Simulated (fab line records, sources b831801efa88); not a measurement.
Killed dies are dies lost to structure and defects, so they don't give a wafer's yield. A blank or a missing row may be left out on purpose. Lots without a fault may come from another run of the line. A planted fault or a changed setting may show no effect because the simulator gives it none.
fab line records | flow gf180mcu | part 1 of 2: steps 1 to 25 of 34
record lots=5 wafers=15 last_day=33
route steps=602 shown V5@555 TOP_METAL@567 PASSIVATION@587
lots that met no fault: from a run of the same line without faults
start_h: hours from the record's first day to the start of the lot's first wafer shown | wait_h: hours since the lot's step before | " the same as in the row above | L1.1+2: a row that stands for several wafers | - no value, or no start given | * or withheld: withheld | < > ~ a bound
route shown NAME@n: a module of which the file shows steps, and the number in the route of the first | usual: mean/standard deviation of fault-free wafers | same: alike in all rows | chamber/n: place in a boat | sites: the reading at each site | _std_site: their standard deviation | _edge_site: outer sites' mean less inner sites' | radius_mm: how far each site lies from the wafer's centre | mask NAME#n: copy n | behind: the tool/chamber that last shaped the wafer | hold: why the lot was held/for how many hours/how that ended | device: the transistor (n, p or np) that didn't switch | end of line: the same wafers' tests at the end of the route | a step without rows: its recipe alone | killed: dies lost to structure and defects at the first sort, not the wafer's yield | map: a wafer's dies, x killed, . not, _ none there
set.NAME: the setting as run; set.NAME@STEP: as run at that earlier step | model.NAME: the simulator's own value behind a step, which no gauge read
lots at some steps of the route; a table a step, a row a wafer
services: from which hour (start_h, from the record's first day; less than 0 if before it) a tool's chamber was out of use, for how many hours, and why
## steps
# step GF_V5_OVL_MEAS_15
# usual V5_OVL=0/5.4
# columns lot.wafer tool chamber start_h wait_h V5_OVL[nm]
L081.2 overlay-02 - 680.78 0.1 -1
L081.5 " - " " 5
L081.6 " - " " 5
L082.2 overlay-02 - 688.48 0.1 -3
L082.5 " - " " 3
L082.6 " - " " -5
L087.2 overlay-02 - 724.23 0.1 0
L087.5 " - " " 3
L087.6 " - " " 7
L091.2 overlay-02 - 751.38 0.1 4
L091.4 " - " " 3
L091.6 " - " " -5
L093.3 overlay-01 - 761.08 0.1 3
L093.4 " - " " 1
L093.5 " - " " 1
# step GF_V5_ETCH_16
# recipe chemistry=N2/H2 target_depth_a=withheld overetch_a=withheld time_s=withheld target=BARC ion_energy_ev=200 source_w=500 bias_w=100 pressure_mtorr=30 n2_flow_sccm=100 h2_flow_sccm=200
# usual chamber_pressure_mTorr=30.003/0.025 drypump_motor_current_A=5.6/0.48 oes_product_au=0.854/0.0047 throttle_valve_pct=13.225/0.0091
# columns lot.wafer tool chamber start_h wait_h chamber_pressure_mTorr drypump_motor_current_A oes_product_au throttle_valve_pct
L081.2 rie_diel-04 3 680.81 0.0 30.049 6.1 0.856 13.219
L081.5 " 1 " " 30.021 5.3 0.855 13.232
L081.6 " 0 " " 30.040 6.2 0.854 13.215
L082.2 rie_diel-03 0 688.51 0.0 30.001 5.3 0.848 13.234
L082.5 " 3 " " 29.986 6.0 0.857 13.216
L082.6 " 2 " " 30.022 4.7 0.847 13.218
L087.2 rie_diel-04 2 724.26 0.0 29.973 5.7 0.857 13.234
L087.5 " 2 " " 30.017 5.7 0.859 13.246
L087.6 " 1 " " 30.044 5.3 0.854 13.216
L091.2 rie_diel-04 0 751.41 0.0 30.026 6.2 0.850 13.227
L091.4 " 2 " " 29.977 5.7 0.861 13.242
L091.6 " 0 " " 30.018 6.3 0.853 13.214
L093.3 rie_diel-01 3 761.11 0.0 29.990 6.2 0.858 13.222
L093.4 " 0 " " 30.000 5.5 0.848 13.225
L093.5 " 1 " " 29.991 5.6 0.857 13.234
# step GF_V5_ETCH_17
# recipe chemistry=C4F8/O2/Ar mask_material=KrF target=SiO2 stop_on=TiN source_w=1500 bias_w=1200 pressure_mtorr=40 c4f8_flow_sccm=withheld O2_flow_sccm=6 Ar_flow_sccm=300 time_s=withheld target_depth_a=8550
# usual chamber_pressure_mTorr=40.00/0.038 oes_product_au=0.860/0.0046
# columns lot.wafer tool chamber start_h wait_h chamber_pressure_mTorr oes_product_au
L081.2 rie_diel-04 3 - - 40.01 0.855
L081.5 " 1 " " 40.01 0.856
L081.6 " 0 " " 39.95 0.861
L082.2 rie_diel-03 0 - - 40.08 0.861
L082.5 " 3 " " 40.02 0.858
L082.6 " 2 " " 39.96 0.861
L087.2 rie_diel-04 2 - - 39.93 0.857
L087.5 " 2 " " 40.02 0.857
L087.6 " 1 " " 40.01 0.859
L091.2 rie_diel-04 0 - - 39.92 0.859
L091.4 " 2 " " 40.04 0.859
L091.6 " 0 " " 40.01 0.858
L093.3 rie_diel-01 3 - - 39.98 0.867
L093.4 " 0 " " 40.00 0.857
L093.5 " 1 " " 40.00 0.854
# step GF_V5_STRIP_18
# recipe chemistry=O2/N2 power_w=1400 pressure_mtorr=1500 platen_temp_c=250 o2_flow_sccm=3000 n2_flow_sccm=300 overash_fraction=0.5
# usual chamber_pressure_mTorr=1499.9/1.3 drypump_motor_current_A=6.2/0.41 heater_power_w=340/38 oes_product_au=0.567/0.0049
# columns lot.wafer tool chamber start_h wait_h chamber_pressure_mTorr drypump_motor_current_A heater_power_w oes_product_au rf_hours_counter_h
L081.2 plasma_asher-01 1 680.96 - 1499.6 6.6 257 0.565 85
L081.5 " 1 " " 1500.7 6.6 258 0.561 -
L081.6 " 0 " " 1500.6 6.2 380 0.560 -
L082.2 plasma_asher-01 0 688.66 - 1498.4 6.2 395 0.575 86
L082.5 " 1 " " 1500.6 6.6 265 0.574 -
L082.6 " 0 " " 1499.6 6.2 389 0.559 -
L087.2 plasma_asher-02 1 724.41 - 1500.5 5.4 344 0.567 67
L087.5 " 1 " " 1500.4 5.4 348 0.566 -
L087.6 " 0 " " 1498.4 6.7 336 0.568 -
L091.2 plasma_asher-04 1 751.56 - 1497.3 6.1 380 0.574 34
L091.4 " 0 " " 1499.8 6.1 332 0.571 -
L091.6 " 1 " " 1501.4 6.1 374 0.566 -
L093.3 plasma_asher-01 1 761.29 - 1500.5 6.6 265 0.569 -
L093.4 " 0 " " 1499.0 6.3 390 0.570 -
L093.5 " 1 " " 1499.3 6.6 269 0.576 -
# step GF_V5_STRIP_19
# recipe chemistry=post_etch_residue_remover time_s=1200 temp_c=72.5
# same time_s=1200
# columns lot.wafer tool chamber start_h wait_h
L081.2+5+6 wet_bench-04 2 681.10 0.1
L082.2+5+6 wet_bench-04 2 688.76 0.1
L087.2+5+6 wet_bench-03 2 724.51 0.1
L091.2+4+6 wet_bench-02 2 751.66 0.1
L093.3+4+5 wet_bench-04 2 761.36 0.0
# step GF_V5_CLEAN_20
# recipe chemistry=DIW dry=n2_spin
# columns lot.wafer tool chamber start_h wait_h
L081.2+5+6 wet_bench-03 0 681.44 0.0
L082.2+5+6 wet_bench-03 0 689.13 0.0
L087.2+5+6 wet_bench-02 1 724.85 0.0
L091.2+4+6 wet_bench-03 0 752.03 0.0
L093.3+4+5 wet_bench-03 3 761.73 0.0
# step GF_V5_SPUTTER_21
# recipe material=Ti target_thk_nm=15 chamber_pressure_pa=5 power_w=2500 substrate_temp_c=200 time_s=80.02
# usual throttle_valve_pct=29.7/0.99
# same time_s=80.02
# columns lot.wafer tool chamber start_h wait_h throttle_valve_pct
L081.2 pvd_sputter-02 - 681.54 0.0 28.8
L081.5 " - " " 30.7
L081.6 " - " " 28.7
L082.2 pvd_sputter-04 - 689.23 0.0 29.6
L082.5 " - " " 30.7
L082.6 " - " " 29.6
L087.2 pvd_sputter-02 - 724.95 0.0 30.6
L087.5 " - " " 31.1
L087.6 " - " " 28.8
L091.2 pvd_sputter-01 - 752.12 0.0 28.9
L091.4 " - " " 29.8
L091.6 " - " " 27.8
L093.3 pvd_sputter-02 - 761.82 0.0 31.0
L093.4 " - " " 30.7
L093.5 " - " " 29.4
# step GF_V5_SPUTTER_22
# recipe material=TiN target_thk_nm=10 chamber_pressure_pa=5 power_w=4000 time_s=40
# usual throttle_valve_pct=29.6/0.96
# same time_s=40
# columns lot.wafer tool chamber start_h wait_h throttle_valve_pct
L081.2 pvd_sputter-02 - 681.61 0.0 28.9
L081.5 " - " " 30.9
L081.6 " - " " 28.7
L082.2 pvd_sputter-04 - 689.29 0.0 29.6
L082.5 " - " " 30.4
L082.6 " - " " 29.4
L087.2 pvd_sputter-02 - 725.01 0.0 30.8
L087.5 " - " " 30.8
L087.6 " - " " 28.6
L091.2 pvd_sputter-01 - 752.18 0.0 29.0
L091.4 " - " " 29.8
L091.6 " - " " 27.9
L093.3 pvd_sputter-02 - 761.88 0.0 31.1
L093.4 " - " " 30.5
L093.5 " - " " 29.5
# step GF_V5_CVD_23
# recipe material=W target_thk_nm=350 time_s=104.9 temp_c=400 pressure_torr=40
# usual heater_power_outer_w=498/42 heater_power_w=819/71
# same time_s=104.9
# columns lot.wafer tool chamber start_h wait_h heater_power_outer_w heater_power_w
L081.2 cvd_w-01 1 681.64 0.0 564 866
L081.5 " 0 " " 514 817
L081.6 " 1 " " 569 883
L082.2 cvd_w-01 0 689.33 0.0 512 835
L082.5 " 0 " " 506 829
L082.6 " 1 " " 555 881
L087.2 cvd_w-02 1 725.05 0.0 487 865
L087.5 " 1 " " 466 887
L087.6 " 0 " " 447 689
L091.2 cvd_w-01 0 752.22 0.0 492 807
L091.4 " 0 " " 509 813
L091.6 " 1 " " 554 878
L093.3 cvd_w-02 0 761.96 0.1 447 688
L093.4 " 1 " " 470 853
L093.5 " 0 " " 458 686
# step GF_V5_RS_MEAS_24
# recipe thk_meas_gauge=four-point-probe reads=W_of_V5_CVD_23+TiN_of_V5_SPUTTER_22+Ti_of_V5_SPUTTER_21
# usual V5_W_RS=0.3265/0.0029
# columns lot.wafer tool chamber start_h wait_h V5_W_RS[ohm/sq]
L081.2 film_metro-01 - 681.78 0.1 0.3273
L081.5 " - " " 0.3297
L081.6 " - " " 0.3313
L082.2 film_metro-04 - 689.46 0.1 0.3268
L082.5 " - " " 0.3276
L082.6 " - " " 0.3272
L087.2 film_metro-04 - 725.18 0.1 0.3259
L087.5 " - " " 0.3251
L087.6 " - " " 0.3244
L091.2 film_metro-04 - 752.36 0.1 0.3334
L091.4 " - " " 0.3311
L091.6 " - " " 0.3308
L093.3 film_metro-04 - 762.07 0.1 0.3258
L093.4 " - " " 0.3239
L093.5 " - " " 0.3298
# step GF_V5_THK_MEAS_25
# recipe thk_meas_gauge=xrf reads=W_of_V5_CVD_23
# usual V5_W_THK=367/3.8
# columns lot.wafer tool chamber start_h wait_h V5_W_THK[nm]
L081.2 film_metro-01 - 681.89 0.1 372
L081.5 " - " " 367
L081.6 " - " " 365
L082.2 film_metro-04 - 689.57 0.1 364
L082.5 " - " " 364
L082.6 " - " " 365
L087.2 film_metro-04 - 725.29 0.1 371
L087.5 " - " " 372
L087.6 " - " " 370
L091.2 film_metro-04 - 752.47 0.1 357
L091.4 " - " " 363
L091.6 " - " " 364
L093.3 film_metro-04 - 762.17 0.1 369
L093.4 " - " " 371
L093.5 " - " " 361
# step GF_V5_CMP_26
# recipe stop_on=SiO2 down_force_psi=3.5 platen_rpm=60 t_overpolish_s=15 target_thk_nm=0 pad_velocity_m_s=0.94248
# usual motor_current_A=10.8/0.71 overpolish_run_s=14.999/0.0094 time_to_endpoint_s=84.5/2.4
# columns lot.wafer tool chamber start_h wait_h motor_current_A overpolish_run_s time_to_endpoint_s
L081.2 cmp-01 1 681.99 0.1 11.5 14.994 84.2
L081.5 " 0 " " 9.0 15.003 81.4
L081.6 " 1 " " 11.4 15.000 85.3
L082.2 cmp-02 1 689.77 0.2 10.5 14.991 81.0
L082.6 " 2 " " 11.3 15.010 83.4
L082.5 " 3 " " 11.0 14.996 83.4
L087.2 cmp-01 0 725.49 0.2 10.4 14.995 83.2
L087.6 " 1 " " 11.5 15.007 82.9
L087.5 " 2 " " 11.6 15.009 87.4
L091.4 cmp-01 2 752.52 0.0 12.0 14.993 85.4
L091.2 " 0 " " 9.9 14.986 85.2
L091.6 " 3 " " 9.6 14.998 86.5
L093.3 cmp-02 0 762.26 0.1 11.1 14.992 88.8
L093.4 " 1 " " 10.5 15.004 87.4
L093.5 " 3 " " 10.8 14.984 84.7
# step GF_TOP_METAL_SPUTTER_00
# recipe material=Ti target_thk_nm=37.5 arriving_ion_energy_ev=80 substrate_temp_c=200 chamber_pressure_pa=2 power_w=4000 time_s=150
# usual throttle_valve_pct=29.9/1.1
# same time_s=150
# columns lot.wafer tool chamber start_h wait_h throttle_valve_pct
L081.2 pvd_sputter-01 - 682.24 0.2 30.1
L081.5 " - " " 29.0
L081.6 " - " " 27.9
L082.2 pvd_sputter-03 - 689.92 0.1 31.5
L082.5 " - " " 30.3
L082.6 " - " " 30.0
L087.2 pvd_sputter-03 - 725.64 0.1 30.5
L087.5 " - " " 30.7
L087.6 " - " " 30.0
L091.2 pvd_sputter-03 - 752.82 0.1 31.6
L091.4 " - " " 30.5
L091.6 " - " " 31.6
L093.3 pvd_sputter-04 - 762.51 0.2 28.8
L093.4 " - " " 29.5
L093.5 " - " " 29.7
# step GF_TOP_METAL_SPUTTER_01
# recipe material=TiN target_thk_nm=30 power_w=6500 time_s=25 chamber_pressure_pa=0.4
# usual throttle_valve_pct=29.9/1.1
# same time_s=25
# columns lot.wafer tool chamber start_h wait_h throttle_valve_pct
L081.2 pvd_sputter-01 - 682.34 0.1 30.0
L081.5 " - " " 29.1
L081.6 " - " " 27.9
L082.2 pvd_sputter-03 - 690.02 0.1 31.3
L082.5 " - " " 30.5
L082.6 " - " " 30.2
L087.2 pvd_sputter-03 - 725.74 0.1 30.3
L087.5 " - " " 30.7
L087.6 " - " " 30.0
L091.2 pvd_sputter-03 - 752.92 0.1 31.7
L091.4 " - " " 30.4
L091.6 " - " " 31.8
L093.3 pvd_sputter-04 - 762.61 0.1 28.4
L093.4 " - " " 29.4
L093.5 " - " " 29.7
# step GF_TOP_METAL_SPUTTER_02
# recipe material=AlCu target_thk_nm=900 power_w=10600 chamber_pressure_pa=0.3 substrate_temp_c=250 gas=Ar time_s=47.82
# usual throttle_valve_pct=29.9/1.1
# same time_s=47.82
# columns lot.wafer tool chamber start_h wait_h throttle_valve_pct
L081.2 pvd_sputter-01 - 682.37 0.0 30.0
L081.5 " - " " 29.1
L081.6 " - " " 28.1
L082.2 pvd_sputter-03 - 690.05 0.0 31.6
L082.5 " - " " 30.6
L082.6 " - " " 30.1
L087.2 pvd_sputter-03 - 725.77 0.0 30.6
L087.5 " - " " 30.5
L087.6 " - " " 30.3
L091.2 pvd_sputter-03 - 752.95 0.0 31.7
L091.4 " - " " 30.3
L091.6 " - " " 32.0
L093.3 pvd_sputter-04 - 762.65 0.0 28.7
L093.4 " - " " 29.4
L093.5 " - " " 29.5
# step GF_TOP_METAL_SPUTTER_03
# recipe material=Ti target_thk_nm=5 substrate_temp_c=300 chamber_pressure_pa=0.3 power_w=3068 time_s=3.3
# usual throttle_valve_pct=29.9/1.1
# same time_s=3.3
# columns lot.wafer tool chamber start_h wait_h throttle_valve_pct
L081.2 pvd_sputter-01 - 682.41 0.0 29.5
L081.5 " - " " 29.1
L081.6 " - " " 27.8
L082.2 pvd_sputter-03 - 690.10 0.0 31.8
L082.5 " - " " 30.6
L082.6 " - " " 30.1
L087.2 pvd_sputter-03 - 725.82 0.0 30.3
L087.5 " - " " 30.4
L087.6 " - " " 30.1
L091.2 pvd_sputter-03 - 752.99 0.0 31.4
L091.4 " - " " 30.5
L091.6 " - " " 31.6
L093.3 pvd_sputter-04 - 762.69 0.0 28.6
L093.4 " - " " 29.7
L093.5 " - " " 29.7
# step GF_TOP_METAL_SPUTTER_04
# recipe material=TiN target_thk_nm=25 power_w=6500 time_s=20.8 chamber_pressure_pa=0.4
# usual throttle_valve_pct=29.9/1.1
# same time_s=20.8
# columns lot.wafer tool chamber start_h wait_h throttle_valve_pct
L081.2 pvd_sputter-01 - 682.43 0.0 29.9
L081.5 " - " " 29.0
L081.6 " - " " 27.8
L082.2 pvd_sputter-03 - 690.12 0.0 31.8
L082.5 " - " " 30.3
L082.6 " - " " 30.3
L087.2 pvd_sputter-03 - 725.84 0.0 30.4
L087.5 " - " " 30.5
L087.6 " - " " 30.1
L091.2 pvd_sputter-03 - 753.01 0.0 31.7
L091.4 " - " " 30.4
L091.6 " - " " 31.7
L093.3 pvd_sputter-04 - 762.71 0.0 28.9
L093.4 " - " " 29.7
L093.5 " - " " 29.4
# step GF_TOP_METAL_RS_MEAS_05
# recipe thk_meas_gauge=four-point-probe reads=TiN_of_TOP_METAL_SPUTTER_04+Ti_of_TOP_METAL_SPUTTER_03+AlCu_of_TOP_METAL_SPUTTER_02+TiN_of_TOP_METAL_SPUTTER_01+Ti_of_TOP_METAL_SPUTTER_00
# usual TOP_METAL_ALCU_RS=0.0329/0.00031
# columns lot.wafer tool chamber start_h wait_h TOP_METAL_ALCU_RS[ohm/sq]
L081.2 film_metro-03 - 682.48 0.0 0.0330
L081.5 " - " " 0.0330
L081.6 " - " " 0.0333
L082.2 film_metro-04 - 690.16 0.0 0.0327
L082.5 " - " " 0.0323
L082.6 " - " " 0.0328
L087.2 film_metro-04 - 725.88 0.0 0.0332
L087.5 " - " " 0.0333
L087.6 " - " " 0.0332
L091.2 film_metro-03 - 753.06 0.0 0.0330
L091.4 " - " " 0.0330
L091.6 " - " " 0.0330
L093.3 film_metro-01 - 762.78 0.1 0.0332
L093.4 " - " " 0.0330
L093.5 " - " " 0.0330
# step GF_TOP_METAL_THK_MEAS_06
# recipe thk_meas_gauge=xrf reads=AlCu_of_TOP_METAL_SPUTTER_02
# usual TOP_METAL_ALCU_THK=896/9.1
# columns lot.wafer tool chamber start_h wait_h TOP_METAL_ALCU_THK[nm]
L081.2 film_metro-03 - 682.59 0.1 892
L081.5 " - " " 889
L081.6 " - " " 881
L082.2 film_metro-04 - 690.27 0.1 898
L082.5 " - " " 906
L082.6 " - " " 895
L087.2 film_metro-04 - 725.99 0.1 894
L087.5 " - " " 890
L087.6 " - " " 894
L091.2 film_metro-03 - 753.17 0.1 881
L091.4 " - " " 888
L091.6 " - " " 887
L093.3 film_metro-01 - 762.88 0.1 894
L093.4 " - " " 897
L093.5 " - " " 896
# step GF_TOP_METAL_DEHYDRATE_07
# recipe temp_c=200 time_s=60
# usual heater_power_total_W=160.39/0.12 plate_temp_C=199.99/0.17
# same time_s=60
# columns lot.wafer tool chamber start_h wait_h heater_power_total_W plate_temp_C
L081.2 litho_track-01 0 691.11 8.5 160.40 199.85
L081.5 " 0 " " 160.56 199.73
L081.6 " 0 " " 160.37 199.90
L082.2 litho_track-03 0 698.87 8.6 160.55 200.15
L082.5 " 0 " " 160.26 200.10
L082.6 " 0 " " 160.42 200.06
L087.2 litho_track-02 0 733.89 7.9 160.56 200.10
L087.5 " 0 " " 160.35 200.02
L087.6 " 0 " " 160.30 199.78
L091.2 litho_track-01 0 760.61 7.4 160.38 200.27
L091.4 " 0 " " 160.40 200.21
L091.6 " 0 " " 160.24 200.05
L093.3 litho_track-01 0 770.63 7.7 160.29 200.35
L093.4 " 0 " " 160.32 200.40
L093.5 " 0 " " 160.47 200.18
# step GF_TOP_METAL_HMDS_08
# recipe prime_time_s=60 prime_temp_c=120
# columns lot.wafer tool chamber start_h wait_h
L081.2+5+6 litho_track-01 0 691.26 0.1
L082.2+5+6 litho_track-03 0 699.02 0.1
L087.2+5+6 litho_track-02 0 734.04 0.1
L091.2+4+6 litho_track-01 0 760.76 0.1
L093.3+4+5 litho_track-01 0 770.78 0.1
# step GF_TOP_METAL_COAT_09
# recipe resist=NOVOLAK spin_rpm=3000 resist_thk_nm=1500
# usual spin_speed_rpm=2999.9/1.8
# columns lot.wafer tool chamber start_h wait_h spin_speed_rpm
L081.2 litho_track-01 0 691.41 0.1 3003.3
L081.5 " 0 " " 3000.7
L081.6 " 0 " " 3000.6
L082.2 litho_track-03 0 699.17 0.1 3001.0
L082.5 " 0 " " 3000.3
L082.6 " 0 " " 2999.7
L087.2 litho_track-02 0 734.19 0.1 2998.4
L087.5 " 0 " " 2999.5
L087.6 " 0 " " 2999.1
L091.2 litho_track-01 0 760.91 0.1 2998.0
L091.4 " 0 " " 3000.7
L091.6 " 0 " " 2996.9
L093.3 litho_track-01 0 770.93 0.1 3004.6
L093.4 " 0 " " 3002.0
L093.5 " 0 " " 2999.9
# step GF_TOP_METAL_SOFTBAKE_10
# recipe temp_c=90 time_s=60 resist=NOVOLAK
# usual heater_power_total_W=56.60/0.042 plate_temp_C=89.97/0.13
# same time_s=60
# columns lot.wafer tool chamber start_h wait_h heater_power_total_W plate_temp_C
L081.2 litho_track-01 0 691.56 0.1 56.61 89.89
L081.5 " 0 " " 56.65 90.11
L081.6 " 0 " " 56.62 90.02
L082.2 litho_track-03 0 699.32 0.1 56.61 89.78
L082.5 " 0 " " 56.63 89.85
L082.6 " 0 " " 56.51 90.00
L087.2 litho_track-02 0 734.34 0.1 56.57 89.84
L087.5 " 0 " " 56.66 89.78
L087.6 " 0 " " 56.68 89.70
L091.2 litho_track-01 0 761.06 0.1 56.57 90.01
L091.4 " 0 " " 56.54 89.85
L091.6 " 0 " " 56.62 89.89
L093.3 litho_track-01 0 771.08 0.1 56.66 90.11
L093.4 " 0 " " 56.57 90.08
L093.5 " 0 " " 56.61 90.15
# step GF_TOP_METAL_EXPOSE_11
# recipe mask_id=MetalTop target_cd_nm=440 na=0.6 source_shape=conventional sigma_outer=0.6 dose_mj=170
# columns lot.wafer tool chamber start_h wait_h mask
L081.2+5+6 iline_stepper-02 0 - - MetalTop#0
L082.2+5+6 iline_stepper-02 0 - - MetalTop#0
L087.2+5+6 iline_stepper-02 0 - - MetalTop#0
L091.2+4+6 iline_stepper-02 0 - - MetalTop#0
L093.3+4+5 iline_stepper-02 0 - - MetalTop#0
# step GF_TOP_METAL_PEB_12
# recipe temp_c=withheld time_s=* resist=NOVOLAK
# same time_s=*
# columns lot.wafer tool chamber start_h wait_h
L081.2+5+6 litho_track-02 0 - -
L082.2+5+6 litho_track-02 0 - -
L087.2+5+6 litho_track-02 0 - -
L091.2+4+6 litho_track-02 0 - -
L093.3+4+5 litho_track-01 0 - -
